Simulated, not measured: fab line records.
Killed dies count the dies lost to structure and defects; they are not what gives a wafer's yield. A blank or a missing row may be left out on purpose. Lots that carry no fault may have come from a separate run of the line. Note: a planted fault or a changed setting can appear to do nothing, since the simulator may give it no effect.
Which of the tools did it?	flow gf180mcu	7 lots (21 wafers sampled), 1 step of a 602-step route

== WHAT THE GAUGES READ, wafer by wafer ==
GF_MVSD_OVL_MEAS_07.
lot	measured	on	MVSD_OVL (nm)
L598	day 5 08:26	overlay-01	-0.1 0.7 -1.2
L600	day 5 21:08	overlay-02	0.6 1.0 2.7
L602	day 6 07:51	overlay-02	0.0 0.4 1.6
L607	day 7 19:38	overlay-02	1.4 2.5 1.1
L611	day 8 13:50	overlay-01	2.4 3.4 2.3
L613	day 9 04:56	overlay-01	0.4 0.6 1.9
L617	day 10 00:21	overlay-01	0.8 1.2 0.9

== TOOL THAT RAN EACH LOT (tool first, then ch and the chambers of the sampled wafers, then the start) ==
The record shows no process step preceding these readings.

== THE ANSWER, worked out from the rows above alone ==
Rule: usual is defined by the lots themselves. The widest of any qualifying gaps counts: lots, ordered by their means at a reading, are off when they make up no more than a third of the lots, leave a main group of 4 or more, and stand apart from it by 3 or more times the standard deviation of that group's means. Not used: any main group whose means are identical at the precision the tables above print for the reading. A lot without any number at a reading at which 4 lots or more have one is off too. Where the step has rows for the other lots, those lots are counted as sound.
No lot is off at any reading shown: from this, nothing can be told.

== WHAT THE SIMULATOR HAD PUT IN ==
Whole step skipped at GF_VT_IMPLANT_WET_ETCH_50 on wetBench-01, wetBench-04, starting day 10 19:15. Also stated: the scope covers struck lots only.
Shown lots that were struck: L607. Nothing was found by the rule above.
